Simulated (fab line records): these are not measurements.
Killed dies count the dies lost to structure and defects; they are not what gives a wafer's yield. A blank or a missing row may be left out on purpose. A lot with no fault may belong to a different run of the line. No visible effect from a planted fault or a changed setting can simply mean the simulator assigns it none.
Which tool did it? || flow sky130 || 72 wafers from 24 lots sampled at 6 of the route's 708 steps

## WHAT THE GAUGES SHOWED, per wafer
SKY_PWDE_OVL_MEAS_07. Usual: PWDE_OVL typically reads -0.6 nm, with standard deviation 1.4.
{"lot": "L074", "measured": "day 3 20:43", "on": "overlay-02", "PWDE_OVL (nm)": "-1.0 -2.7 -3.1", "flag": ""}
{"lot": "L075", "measured": "day 4 02:22", "on": "overlay-02", "PWDE_OVL (nm)": "0.5 -1.4 0.3", "flag": ""}
{"lot": "L076", "measured": "day 4 08:46", "on": "overlay-02", "PWDE_OVL (nm)": "-3.0 -2.2 -1.6", "flag": ""}
{"lot": "L077", "measured": "day 4 15:05", "on": "overlay-02", "PWDE_OVL (nm)": "-1.5 -2.2 -1.3", "flag": ""}
{"lot": "L078", "measured": "day 4 21:58", "on": "overlay-01", "PWDE_OVL (nm)": "0.2 0.9 0.3", "flag": ""}
{"lot": "L079", "measured": "day 5 04:22", "on": "overlay-01", "PWDE_OVL (nm)": "2.4 1.9 0.9", "flag": ""}
{"lot": "L080", "measured": "day 5 06:43", "on": "overlay-01", "PWDE_OVL (nm)": "-0.5 0.3 0.9", "flag": ""}
{"lot": "L081", "measured": "day 5 13:07", "on": "overlay-02", "PWDE_OVL (nm)": "-0.8 -0.8 -1.3", "flag": ""}
{"lot": "L082", "measured": "day 5 18:28", "on": "overlay-01", "PWDE_OVL (nm)": "0.0 -0.9 -1.3", "flag": ""}
{"lot": "L083", "measured": "day 5 22:34", "on": "overlay-01", "PWDE_OVL (nm)": "0.7 -0.9 0.5", "flag": ""}
{"lot": "L084", "measured": "day 6 03:04", "on": "overlay-02", "PWDE_OVL (nm)": "-0.5 -2.2 -0.2", "flag": ""}
{"lot": "L085", "measured": "day 6 11:13", "on": "overlay-02", "PWDE_OVL (nm)": "-1.7 -1.7 -0.7", "flag": ""}
{"lot": "L086", "measured": "day 6 17:58", "on": "overlay-01", "PWDE_OVL (nm)": "-0.1 0.3 -1.3", "flag": ""}
{"lot": "L087", "measured": "day 6 22:13", "on": "overlay-01", "PWDE_OVL (nm)": "1.7 1.7 0.8", "flag": ""}
{"lot": "L088", "measured": "day 7 02:58", "on": "overlay-02", "PWDE_OVL (nm)": "1.6 -0.1 1.7", "flag": ""}
{"lot": "L089", "measured": "day 7 07:13", "on": "overlay-02", "PWDE_OVL (nm)": "-1.3 -1.2 0.1", "flag": ""}
{"lot": "L090", "measured": "day 7 14:14", "on": "overlay-01", "PWDE_OVL (nm)": "-2.8 -3.7 -2.5", "flag": ""}
{"lot": "L091", "measured": "day 7 23:58", "on": "overlay-02", "PWDE_OVL (nm)": "-5.1 -2.8 -3.1", "flag": ""}
{"lot": "L092", "measured": "day 8 02:16", "on": "overlay-01", "PWDE_OVL (nm)": "0.3 1.4 0.0", "flag": ""}
{"lot": "L093", "measured": "day 8 04:40", "on": "overlay-01", "PWDE_OVL (nm)": "-1.5 0.2 -0.2", "flag": ""}
{"lot": "L094", "measured": "day 8 13:28", "on": "overlay-02", "PWDE_OVL (nm)": "0.3 -0.3 -1.9", "flag": ""}
{"lot": "L095", "measured": "day 8 18:16", "on": "overlay-01", "PWDE_OVL (nm)": "0.6 0.1 -1.6", "flag": ""}
{"lot": "L096", "measured": "day 8 21:11", "on": "overlay-02", "PWDE_OVL (nm)": "-3.0 -1.6 -2.0", "flag": ""}
{"lot": "L097", "measured": "day 9 05:07", "on": "overlay-01", "PWDE_OVL (nm)": "0.9 0.3 -0.8", "flag": ""}

SKY_LDD_LDN_OVL_MEAS_07. Usual: LDD_LDN_OVL typically reads -1.0 nm, with standard deviation 1.1.
{"lot": "L074", "measured": "day 23 00:04", "on": "overlay-02", "LDD_LDN_OVL (nm)": "-1.0 -2.6 0.1", "flag": ""}
{"lot": "L075", "measured": "day 23 21:35", "on": "overlay-02", "LDD_LDN_OVL (nm)": "-1.3 -1.5 -0.8", "flag": ""}
{"lot": "L076", "measured": "day 24 01:58", "on": "overlay-02", "LDD_LDN_OVL (nm)": "-1.2 -0.3 -1.2", "flag": ""}
{"lot": "L077", "measured": "day 24 05:59", "on": "overlay-01", "LDD_LDN_OVL (nm)": "-1.4 -0.1 -0.9", "flag": ""}
{"lot": "L078", "measured": "day 24 16:58", "on": "overlay-02", "LDD_LDN_OVL (nm)": "0.6 -0.3 -0.3", "flag": ""}
{"lot": "L079", "measured": "day 25 04:01", "on": "overlay-02", "LDD_LDN_OVL (nm)": "-1.5 -1.6 -3.7", "flag": ""}
{"lot": "L080", "measured": "day 25 06:24", "on": "overlay-02", "LDD_LDN_OVL (nm)": "-0.8 -0.7 0.6", "flag": ""}
{"lot": "L081", "measured": "day 25 19:40", "on": "overlay-02", "LDD_LDN_OVL (nm)": "-0.3 -1.2 -1.4", "flag": ""}
{"lot": "L082", "measured": "day 26 09:19", "on": "overlay-02", "LDD_LDN_OVL (nm)": "-2.8 -2.2 -2.8", "flag": ""}
{"lot": "L083", "measured": "day 26 10:00", "on": "overlay-02", "LDD_LDN_OVL (nm)": "-3.4 -2.7 -1.9", "flag": ""}
{"lot": "L084", "measured": "day 26 18:04", "on": "overlay-02", "LDD_LDN_OVL (nm)": "0.5 -0.3 -0.4", "flag": ""}
{"lot": "L085", "measured": "day 27 06:22", "on": "overlay-02", "LDD_LDN_OVL (nm)": "-1.8 -2.0 -2.8", "flag": ""}
{"lot": "L086", "measured": "day 27 15:04", "on": "overlay-02", "LDD_LDN_OVL (nm)": "-1.6 -2.1 -1.6", "flag": ""}
{"lot": "L087", "measured": "day 27 20:25", "on": "overlay-01", "LDD_LDN_OVL (nm)": "-0.9 0.0 -0.8", "flag": ""}
{"lot": "L088", "measured": "day 28 03:30", "on": "overlay-01", "LDD_LDN_OVL (nm)": "-1.1 -1.7 -0.8", "flag": ""}
{"lot": "L089", "measured": "day 28 18:58", "on": "overlay-01", "LDD_LDN_OVL (nm)": "-2.0 -2.3 0.3", "flag": ""}
{"lot": "L090", "measured": "day 28 20:47", "on": "overlay-01", "LDD_LDN_OVL (nm)": "-0.9 -0.6 -2.0", "flag": ""}
{"lot": "L091", "measured": "day 29 03:46", "on": "overlay-02", "LDD_LDN_OVL (nm)": "-0.3 -1.2 -0.4", "flag": ""}
{"lot": "L092", "measured": "day 29 08:37", "on": "overlay-02", "LDD_LDN_OVL (nm)": "-1.0 -1.5 -0.2", "flag": ""}
{"lot": "L093", "measured": "day 29 13:40", "on": "overlay-02", "LDD_LDN_OVL (nm)": "1.3 0.8 1.4", "flag": ""}
{"lot": "L094", "measured": "day 29 21:57", "on": "overlay-01", "LDD_LDN_OVL (nm)": "0.7 -1.9 0.1", "flag": ""}
{"lot": "L095", "measured": "day 30 05:16", "on": "overlay-02", "LDD_LDN_OVL (nm)": "-2.5 -1.1 -2.5", "flag": ""}
{"lot": "L096", "measured": "day 30 10:37", "on": "overlay-01", "LDD_LDN_OVL (nm)": "0.8 -1.4 -0.4", "flag": ""}
{"lot": "L097", "measured": "day 30 21:37", "on": "overlay-01", "LDD_LDN_OVL (nm)": "-1.2 -0.7 -1.0", "flag": ""}

SKY_LOCAL_INTERCONNECT_OVL_MEAS_12. Usual: LOCAL_INTERCONNECT_OVL typically reads 4 nm, with standard deviation 6.
{"lot": "L074", "measured": "day 30 11:02", "on": "overlay-01", "LOCAL_INTERCONNECT_OVL (nm)": "5 7 12", "flag": ""}
{"lot": "L075", "measured": "day 31 08:18", "on": "overlay-01", "LOCAL_INTERCONNECT_OVL (nm)": "-5 2 -2", "flag": ""}
{"lot": "L076", "measured": "day 31 13:59", "on": "overlay-01", "LOCAL_INTERCONNECT_OVL (nm)": "8 10 9", "flag": ""}
{"lot": "L077", "measured": "day 31 16:53", "on": "overlay-02", "LOCAL_INTERCONNECT_OVL (nm)": "2 -4 -5", "flag": ""}
{"lot": "L078", "measured": "day 32 01:23", "on": "overlay-02", "LOCAL_INTERCONNECT_OVL (nm)": "5 2 8", "flag": ""}
{"lot": "L079", "measured": "day 32 11:39", "on": "overlay-02", "LOCAL_INTERCONNECT_OVL (nm)": "6 7 5", "flag": ""}
{"lot": "L080", "measured": "day 32 14:41", "on": "overlay-01", "LOCAL_INTERCONNECT_OVL (nm)": "2 -3 -5", "flag": ""}
{"lot": "L081", "measured": "day 33 01:39", "on": "overlay-02", "LOCAL_INTERCONNECT_OVL (nm)": "0 4 4", "flag": ""}
{"lot": "L082", "measured": "day 33 14:24", "on": "overlay-02", "LOCAL_INTERCONNECT_OVL (nm)": "-4 -4 -1", "flag": ""}
{"lot": "L083", "measured": "day 33 15:26", "on": "overlay-01", "LOCAL_INTERCONNECT_OVL (nm)": "16 23 14", "flag": ""}
{"lot": "L084", "measured": "day 34 00:02", "on": "overlay-02", "LOCAL_INTERCONNECT_OVL (nm)": "-7 5 -1", "flag": ""}
{"lot": "L085", "measured": "day 34 09:43", "on": "overlay-01", "LOCAL_INTERCONNECT_OVL (nm)": "11 10 14", "flag": ""}
{"lot": "L086", "measured": "day 34 17:20", "on": "overlay-01", "LOCAL_INTERCONNECT_OVL (nm)": "8 5 2", "flag": ""}
{"lot": "L087", "measured": "day 34 22:08", "on": "overlay-02", "LOCAL_INTERCONNECT_OVL (nm)": "-1 3 4", "flag": ""}
{"lot": "L088", "measured": "day 35 06:11", "on": "overlay-02", "LOCAL_INTERCONNECT_OVL (nm)": "5 9 7", "flag": ""}
{"lot": "L089", "measured": "day 35 18:38", "on": "overlay-01", "LOCAL_INTERCONNECT_OVL (nm)": "-4 -6 -3", "flag": ""}
{"lot": "L090", "measured": "day 35 22:23", "on": "overlay-02", "LOCAL_INTERCONNECT_OVL (nm)": "10 14 0", "flag": ""}
{"lot": "L091", "measured": "day 36 03:03", "on": "overlay-01", "LOCAL_INTERCONNECT_OVL (nm)": "16 12 10", "flag": ""}
{"lot": "L092", "measured": "day 36 08:22", "on": "overlay-02", "LOCAL_INTERCONNECT_OVL (nm)": "4 3 0", "flag": ""}
{"lot": "L093", "measured": "day 36 12:08", "on": "overlay-02", "LOCAL_INTERCONNECT_OVL (nm)": "1 -6 0", "flag": ""}
{"lot": "L094", "measured": "day 36 19:29", "on": "overlay-01", "LOCAL_INTERCONNECT_OVL (nm)": "-2 -5 1", "flag": ""}
{"lot": "L095", "measured": "day 37 02:29", "on": "overlay-02", "LOCAL_INTERCONNECT_OVL (nm)": "7 5 8", "flag": ""}
{"lot": "L096", "measured": "day 37 06:42", "on": "overlay-02", "LOCAL_INTERCONNECT_OVL (nm)": "3 4 3", "flag": ""}
{"lot": "L097", "measured": "day 37 16:21", "on": "overlay-02", "LOCAL_INTERCONNECT_OVL (nm)": "14 2 9", "flag": ""}

SKY_METAL4_OVL_MEAS_14. Usual: METAL4_OVL typically reads -4 nm, with standard deviation 4.8.
{"lot": "L074", "measured": "day 41 20:23", "on": "overlay-01", "METAL4_OVL (nm)": "-6 -5 -2", "flag": ""}
{"lot": "L075", "measured": "day 42 14:27", "on": "overlay-01", "METAL4_OVL (nm)": "-6 -8 -7", "flag": ""}
{"lot": "L076", "measured": "day 42 19:08", "on": "overlay-02", "METAL4_OVL (nm)": "-3 -3 -3", "flag": ""}
{"lot": "L077", "measured": "day 42 22:58", "on": "overlay-01", "METAL4_OVL (nm)": "-3 -3 -1", "flag": ""}
{"lot": "L078", "measured": "day 43 05:05", "on": "overlay-02", "METAL4_OVL (nm)": "3 3 10", "flag": ""}
{"lot": "L079", "measured": "day 43 14:17", "on": "overlay-02", "METAL4_OVL (nm)": "-9 -8 -10", "flag": ""}
{"lot": "L080", "measured": "day 43 15:41", "on": "overlay-02", "METAL4_OVL (nm)": "-5 2 -3", "flag": ""}
{"lot": "L081", "measured": "day 44 01:29", "on": "overlay-01", "METAL4_OVL (nm)": "-9 -13 -9", "flag": ""}
{"lot": "L082", "measured": "day 44 10:44", "on": "overlay-02", "METAL4_OVL (nm)": "-3 -3 0", "flag": ""}
{"lot": "L083", "measured": "day 44 14:02", "on": "overlay-01", "METAL4_OVL (nm)": "-8 -3 -7", "flag": ""}
{"lot": "L084", "measured": "day 44 22:47", "on": "overlay-01", "METAL4_OVL (nm)": "-16 -5 -8", "flag": ""}
{"lot": "L085", "measured": "day 45 03:17", "on": "overlay-01", "METAL4_OVL (nm)": "-4 -1 0", "flag": ""}
{"lot": "L086", "measured": "day 45 09:02", "on": "overlay-02", "METAL4_OVL (nm)": "-3 -6 4", "flag": ""}
{"lot": "L087", "measured": "day 45 14:47", "on": "overlay-02", "METAL4_OVL (nm)": "2 -1 1", "flag": ""}
{"lot": "L088", "measured": "day 45 22:53", "on": "overlay-02", "METAL4_OVL (nm)": "-10 -11 -7", "flag": ""}
{"lot": "L089", "measured": "day 46 05:41", "on": "overlay-02", "METAL4_OVL (nm)": "0 3 0", "flag": ""}
{"lot": "L090", "measured": "day 46 09:57", "on": "overlay-01", "METAL4_OVL (nm)": "-11 -14 -7", "flag": ""}
{"lot": "L091", "measured": "day 46 15:02", "on": "overlay-01", "METAL4_OVL (nm)": "-1 -5 -11", "flag": ""}
{"lot": "L092", "measured": "day 46 20:44", "on": "overlay-01", "METAL4_OVL (nm)": "-1 -1 -1", "flag": ""}
{"lot": "L093", "measured": "day 46 21:59", "on": "overlay-01", "METAL4_OVL (nm)": "-4 -1 -3", "flag": ""}
{"lot": "L094", "measured": "day 47 03:38", "on": "overlay-01", "METAL4_OVL (nm)": "-1 -7 -10", "flag": ""}
{"lot": "L095", "measured": "day 47 09:05", "on": "overlay-02", "METAL4_OVL (nm)": "8 4 -1", "flag": ""}
{"lot": "L096", "measured": "day 47 12:39", "on": "overlay-01", "METAL4_OVL (nm)": "2 -5 4", "flag": ""}
{"lot": "L097", "measured": "day 47 20:45", "on": "overlay-02", "METAL4_OVL (nm)": "2 -2 -7", "flag": ""}

## WHAT TOOL EACH LOT RAN ON (gives the tool, then ch and the chambers of the sampled wafers, and finally the start)
{"lot": "L074", "SKY_SPACER_ETCHBACK_02": "rie-diel-02 ch 0,2,3, day 23 02:38", "SKY_METAL3_ETCH_17": "rie-diel-03 ch 0,1,2, day 38 13:06"}
{"lot": "L075", "SKY_SPACER_ETCHBACK_02": "rie-diel-03 ch 1,2, day 24 00:05", "SKY_METAL3_ETCH_17": "rie-diel-04 ch 0,2,3, day 39 09:21"}
{"lot": "L076", "SKY_SPACER_ETCHBACK_02": "rie-diel-03 ch 0,1,2, day 24 04:05", "SKY_METAL3_ETCH_17": "rie-diel-04 ch 0,1,2, day 39 14:36"}
{"lot": "L077", "SKY_SPACER_ETCHBACK_02": "rie-diel-01 ch 0,3, day 24 08:10", "SKY_METAL3_ETCH_17": "rie-diel-04 ch 0,1, day 39 17:24"}
{"lot": "L078", "SKY_SPACER_ETCHBACK_02": "rie-diel-02 ch 0,1,2, day 24 19:05", "SKY_METAL3_ETCH_17": "rie-diel-01 ch 0,1,3, day 40 00:12"}
{"lot": "L079", "SKY_SPACER_ETCHBACK_02": "rie-diel-02 ch 0,1,2, day 25 06:08", "SKY_METAL3_ETCH_17": "rie-diel-01 ch 0,1, day 40 11:48"}
{"lot": "L080", "SKY_SPACER_ETCHBACK_02": "rie-diel-03 ch 0,1,2, day 25 08:31", "SKY_METAL3_ETCH_17": "rie-diel-03 ch 0,1,2, day 40 12:09"}
{"lot": "L081", "SKY_SPACER_ETCHBACK_02": "rie-diel-02 ch 2,3, day 25 21:47", "SKY_METAL3_ETCH_17": "rie-diel-04 ch 0,1,2, day 41 00:54"}
{"lot": "L082", "SKY_SPACER_ETCHBACK_02": "rie-diel-02 ch 1,2, day 26 11:25", "SKY_METAL3_ETCH_17": "rie-diel-04 ch 0,1,2, day 41 11:36"}
{"lot": "L083", "SKY_SPACER_ETCHBACK_02": "rie-diel-01 ch 0,1,2, day 26 12:38", "SKY_METAL3_ETCH_17": "rie-diel-03 ch 0,1,2, day 41 12:33"}
{"lot": "L084", "SKY_SPACER_ETCHBACK_02": "rie-diel-02 ch 1,2, day 26 20:53", "SKY_METAL3_ETCH_17": "rie-diel-04 ch 0,2,3, day 41 20:58"}
{"lot": "L085", "SKY_SPACER_ETCHBACK_02": "rie-diel-02 ch 0,2,3, day 27 08:29", "SKY_METAL3_ETCH_17": "rie-diel-04 ch 0,3, day 42 04:17"}
{"lot": "L086", "SKY_SPACER_ETCHBACK_02": "rie-diel-03 ch 0,2,3, day 27 17:10", "SKY_METAL3_ETCH_17": "rie-diel-03 ch 0,1,3, day 42 10:14"}
{"lot": "L087", "SKY_SPACER_ETCHBACK_02": "rie-diel-03 ch 1,2, day 27 23:08", "SKY_METAL3_ETCH_17": "rie-diel-04 ch 0,2, day 42 15:31"}
{"lot": "L088", "SKY_SPACER_ETCHBACK_02": "rie-diel-03 ch 1,2,3, day 28 06:37", "SKY_METAL3_ETCH_17": "rie-diel-01 ch 1,2,3, day 42 23:15"}
{"lot": "L089", "SKY_SPACER_ETCHBACK_02": "rie-diel-01 ch 1,2,3, day 28 21:05", "SKY_METAL3_ETCH_17": "rie-diel-04 ch 0,1,3, day 43 09:18"}
{"lot": "L090", "SKY_SPACER_ETCHBACK_02": "rie-diel-03 ch 0,1, day 28 23:20", "SKY_METAL3_ETCH_17": "rie-diel-03 ch 0,2,3, day 43 12:42"}
{"lot": "L091", "SKY_SPACER_ETCHBACK_02": "rie-diel-01 ch 1,3, day 29 06:05", "SKY_METAL3_ETCH_17": "rie-diel-04 ch 1,2, day 43 17:16"}
{"lot": "L092", "SKY_SPACER_ETCHBACK_02": "rie-diel-01 ch 0,1, day 29 10:44", "SKY_METAL3_ETCH_17": "rie-diel-04 ch 1,3, day 43 23:19"}
{"lot": "L093", "SKY_SPACER_ETCHBACK_02": "rie-diel-02 ch 1,2, day 29 15:47", "SKY_METAL3_ETCH_17": "rie-diel-01 ch 1,2, day 44 00:47"}
{"lot": "L094", "SKY_SPACER_ETCHBACK_02": "rie-diel-02 ch 1,2,3, day 30 00:06", "SKY_METAL3_ETCH_17": "rie-diel-03 ch 1,2, day 44 08:17"}
{"lot": "L095", "SKY_SPACER_ETCHBACK_02": "rie-diel-02 ch 0,2,3, day 30 07:23", "SKY_METAL3_ETCH_17": "rie-diel-01 ch 0,1,2, day 44 13:09"}
{"lot": "L096", "SKY_SPACER_ETCHBACK_02": "rie-diel-03 ch 0,1,2, day 30 14:05", "SKY_METAL3_ETCH_17": "rie-diel-03 ch 1,3, day 44 18:32"}
{"lot": "L097", "SKY_SPACER_ETCHBACK_02": "rie-diel-02 ch 0,1,2, day 30 23:43", "SKY_METAL3_ETCH_17": "rie-diel-01 ch 0,2,3, day 45 02:33"}
- SKY_SPACER_ETCHBACK_02: etches Si3N4 in CH3F/O2, stops on SiO2, time 46.7 s, target depth 45 nm.
- SKY_METAL3_ETCH_17: etches SiO2 in C4F8/O2/Ar, stops on TiN, time 3.9 s, target depth 15 nm.

## AS READ BY THE TOOLS THEMSELVES (means over the sampled wafers that have a number; for cases with no such wafer, the mark the record gives instead)
SKY_SPACER_ETCHBACK_02. Usual: chamber-pressure-mTorr 25.001 mTorr, standard deviation 0.023; drypump-motor-current-A 5.8 A, standard deviation 0.42; oes-product-au 0.856 a.u., standard deviation 0.0057; throttle-valve-pct 10.562 %, standard deviation 0.009.
{"lot": "L074", "tool": "rie-diel-02", "chamber-pressure-mTorr (mTorr)": 24.992, "drypump-motor-current-A (A)": 5.7, "oes-product-au (a.u.)": 0.859, "throttle-valve-pct (%)": 10.551, "flag": ""}
{"lot": "L075", "tool": "rie-diel-03", "chamber-pressure-mTorr (mTorr)": 24.995, "drypump-motor-current-A (A)": 5.7, "oes-product-au (a.u.)": 0.852, "throttle-valve-pct (%)": 10.570, "flag": ""}
{"lot": "L076", "tool": "rie-diel-03", "chamber-pressure-mTorr (mTorr)": 25.019, "drypump-motor-current-A (A)": 5.7, "oes-product-au (a.u.)": 0.854, "throttle-valve-pct (%)": 10.566, "flag": ""}
{"lot": "L077", "tool": "rie-diel-01", "chamber-pressure-mTorr (mTorr)": 24.986, "drypump-motor-current-A (A)": 6.0, "oes-product-au (a.u.)": 0.857, "throttle-valve-pct (%)": 10.572, "flag": ""}
{"lot": "L078", "tool": "rie-diel-02", "chamber-pressure-mTorr (mTorr)": 25.012, "drypump-motor-current-A (A)": 5.9, "oes-product-au (a.u.)": 0.853, "throttle-valve-pct (%)": 10.557, "flag": ""}
{"lot": "L079", "tool": "rie-diel-02", "chamber-pressure-mTorr (mTorr)": 24.987, "drypump-motor-current-A (A)": 6.0, "oes-product-au (a.u.)": 0.860, "throttle-valve-pct (%)": 10.563, "flag": ""}
{"lot": "L080", "tool": "rie-diel-03", "chamber-pressure-mTorr (mTorr)": 25.041, "drypump-motor-current-A (A)": 5.7, "oes-product-au (a.u.)": 0.851, "throttle-valve-pct (%)": 10.559, "flag": ""}
{"lot": "L081", "tool": "rie-diel-02", "chamber-pressure-mTorr (mTorr)": 24.985, "drypump-motor-current-A (A)": 5.7, "oes-product-au (a.u.)": 0.855, "throttle-valve-pct (%)": 10.562, "flag": ""}
{"lot": "L082", "tool": "rie-diel-02", "chamber-pressure-mTorr (mTorr)": 24.995, "drypump-motor-current-A (A)": 6.4, "oes-product-au (a.u.)": 0.865, "throttle-valve-pct (%)": 10.560, "flag": ""}
{"lot": "L083", "tool": "rie-diel-01", "chamber-pressure-mTorr (mTorr)": 25.008, "drypump-motor-current-A (A)": 5.7, "oes-product-au (a.u.)": 0.857, "throttle-valve-pct (%)": 10.564, "flag": ""}
{"lot": "L084", "tool": "rie-diel-02", "chamber-pressure-mTorr (mTorr)": 25.023, "drypump-motor-current-A (A)": 6.3, "oes-product-au (a.u.)": 0.856, "throttle-valve-pct (%)": 10.563, "flag": ""}
{"lot": "L085", "tool": "rie-diel-02", "chamber-pressure-mTorr (mTorr)": 24.985, "drypump-motor-current-A (A)": 5.6, "oes-product-au (a.u.)": 0.858, "throttle-valve-pct (%)": 10.561, "flag": ""}
{"lot": "L086", "tool": "rie-diel-03", "chamber-pressure-mTorr (mTorr)": 25.027, "drypump-motor-current-A (A)": 5.6, "oes-product-au (a.u.)": 0.853, "throttle-valve-pct (%)": 10.561, "flag": ""}
{"lot": "L087", "tool": "rie-diel-03", "chamber-pressure-mTorr (mTorr)": 24.990, "drypump-motor-current-A (A)": 5.9, "oes-product-au (a.u.)": 0.859, "throttle-valve-pct (%)": 10.572, "flag": ""}
{"lot": "L088", "tool": "rie-diel-03", "chamber-pressure-mTorr (mTorr)": 24.978, "drypump-motor-current-A (A)": 5.8, "oes-product-au (a.u.)": 0.856, "throttle-valve-pct (%)": 10.563, "flag": ""}
{"lot": "L089", "tool": "rie-diel-01", "chamber-pressure-mTorr (mTorr)": 24.983, "drypump-motor-current-A (A)": 5.7, "oes-product-au (a.u.)": 0.847, "throttle-valve-pct (%)": 10.566, "flag": ""}
{"lot": "L090", "tool": "rie-diel-03", "chamber-pressure-mTorr (mTorr)": 24.993, "drypump-motor-current-A (A)": 5.9, "oes-product-au (a.u.)": 0.856, "throttle-valve-pct (%)": 10.564, "flag": ""}
{"lot": "L091", "tool": "rie-diel-01", "chamber-pressure-mTorr (mTorr)": 25.019, "drypump-motor-current-A (A)": 5.7, "oes-product-au (a.u.)": 0.855, "throttle-valve-pct (%)": 10.559, "flag": ""}
{"lot": "L092", "tool": "rie-diel-01", "chamber-pressure-mTorr (mTorr)": 25.007, "drypump-motor-current-A (A)": 5.6, "oes-product-au (a.u.)": 0.853, "throttle-valve-pct (%)": 10.567, "flag": ""}
{"lot": "L093", "tool": "rie-diel-02", "chamber-pressure-mTorr (mTorr)": 24.990, "drypump-motor-current-A (A)": 6.4, "oes-product-au (a.u.)": 0.855, "throttle-valve-pct (%)": 10.568, "flag": ""}
{"lot": "L094", "tool": "rie-diel-02", "chamber-pressure-mTorr (mTorr)": 24.975, "drypump-motor-current-A (A)": 6.0, "oes-product-au (a.u.)": 0.855, "throttle-valve-pct (%)": 10.563, "flag": ""}
{"lot": "L095", "tool": "rie-diel-02", "chamber-pressure-mTorr (mTorr)": 25.011, "drypump-motor-current-A (A)": 5.7, "oes-product-au (a.u.)": 0.860, "throttle-valve-pct (%)": 10.562, "flag": ""}
{"lot": "L096", "tool": "rie-diel-03", "chamber-pressure-mTorr (mTorr)": 25.008, "drypump-motor-current-A (A)": 5.7, "oes-product-au (a.u.)": 0.856, "throttle-valve-pct (%)": 10.562, "flag": ""}
{"lot": "L097", "tool": "rie-diel-02", "chamber-pressure-mTorr (mTorr)": 24.991, "drypump-motor-current-A (A)": 6.0, "oes-product-au (a.u.)": 0.855, "throttle-valve-pct (%)": 10.569, "flag": ""}

SKY_METAL3_ETCH_17. Usual: chamber-pressure-mTorr 40.00 mTorr, standard deviation 0.036; oes-product-au 0.754 a.u., standard deviation 0.0073.
{"lot": "L074", "tool": "rie-diel-03", "chamber-pressure-mTorr (mTorr)": 40.02, "oes-product-au (a.u.)": 0.753, "flag": ""}
{"lot": "L075", "tool": "rie-diel-04", "chamber-pressure-mTorr (mTorr)": 40.01, "oes-product-au (a.u.)": 0.755, "flag": ""}
{"lot": "L076", "tool": "rie-diel-04", "chamber-pressure-mTorr (mTorr)": 40.00, "oes-product-au (a.u.)": 0.758, "flag": ""}
{"lot": "L077", "tool": "rie-diel-04", "chamber-pressure-mTorr (mTorr)": 39.99, "oes-product-au (a.u.)": 0.748, "flag": ""}
{"lot": "L078", "tool": "rie-diel-01", "chamber-pressure-mTorr (mTorr)": 40.00, "oes-product-au (a.u.)": 0.750, "flag": ""}
{"lot": "L079", "tool": "rie-diel-01", "chamber-pressure-mTorr (mTorr)": 40.02, "oes-product-au (a.u.)": 0.762, "flag": ""}
{"lot": "L080", "tool": "rie-diel-03", "chamber-pressure-mTorr (mTorr)": 40.01, "oes-product-au (a.u.)": 0.747, "flag": ""}
{"lot": "L081", "tool": "rie-diel-04", "chamber-pressure-mTorr (mTorr)": 40.02, "oes-product-au (a.u.)": 0.757, "flag": ""}
{"lot": "L082", "tool": "rie-diel-04", "chamber-pressure-mTorr (mTorr)": 40.00, "oes-product-au (a.u.)": 0.754, "flag": ""}
{"lot": "L083", "tool": "rie-diel-03", "chamber-pressure-mTorr (mTorr)": 39.99, "oes-product-au (a.u.)": 0.759, "flag": ""}
{"lot": "L084", "tool": "rie-diel-04", "chamber-pressure-mTorr (mTorr)": 39.95, "oes-product-au (a.u.)": 0.754, "flag": ""}
{"lot": "L085", "tool": "rie-diel-04", "chamber-pressure-mTorr (mTorr)": 39.98, "oes-product-au (a.u.)": 0.752, "flag": ""}
{"lot": "L086", "tool": "rie-diel-03", "chamber-pressure-mTorr (mTorr)": 39.97, "oes-product-au (a.u.)": 0.749, "flag": ""}
{"lot": "L087", "tool": "rie-diel-04", "chamber-pressure-mTorr (mTorr)": 39.98, "oes-product-au (a.u.)": 0.752, "flag": ""}
{"lot": "L088", "tool": "rie-diel-01", "chamber-pressure-mTorr (mTorr)": 40.02, "oes-product-au (a.u.)": 0.756, "flag": ""}
{"lot": "L089", "tool": "rie-diel-04", "chamber-pressure-mTorr (mTorr)": 40.00, "oes-product-au (a.u.)": 0.760, "flag": ""}
{"lot": "L090", "tool": "rie-diel-03", "chamber-pressure-mTorr (mTorr)": 40.03, "oes-product-au (a.u.)": 0.752, "flag": ""}
{"lot": "L091", "tool": "rie-diel-04", "chamber-pressure-mTorr (mTorr)": 39.95, "oes-product-au (a.u.)": 0.750, "flag": ""}
{"lot": "L092", "tool": "rie-diel-04", "chamber-pressure-mTorr (mTorr)": 39.98, "oes-product-au (a.u.)": 0.757, "flag": ""}
{"lot": "L093", "tool": "rie-diel-01", "chamber-pressure-mTorr (mTorr)": 40.00, "oes-product-au (a.u.)": 0.746, "flag": ""}
{"lot": "L094", "tool": "rie-diel-03", "chamber-pressure-mTorr (mTorr)": 40.03, "oes-product-au (a.u.)": 0.755, "flag": ""}
{"lot": "L095", "tool": "rie-diel-01", "chamber-pressure-mTorr (mTorr)": 40.01, "oes-product-au (a.u.)": 0.757, "flag": ""}
{"lot": "L096", "tool": "rie-diel-03", "chamber-pressure-mTorr (mTorr)": 39.95, "oes-product-au (a.u.)": 0.756, "flag": ""}
{"lot": "L097", "tool": "rie-diel-01", "chamber-pressure-mTorr (mTorr)": 40.01, "oes-product-au (a.u.)": 0.756, "flag": ""}

## THE ANSWER, worked out from the rows above alone
Rule: take the mean of a lot's wafers that have a number; if it is more than 3 standard deviations from the usual mean, the lot is off. Also off: a lot with no number at a reading for which 4 or more lots have one. Where the step has rows for the other lots, those lots are counted as sound. Order of review: gauges by route order, followed by the tools' own readings, for which a lot's mean as printed above is used. At the first step where some lot is off, the reading lying furthest off is the one used; lots without a number count as furthest.
No lot is off on any of the readings shown, so nothing can be concluded from this.

## WHAT THE SIMULATOR HAD PUT IN
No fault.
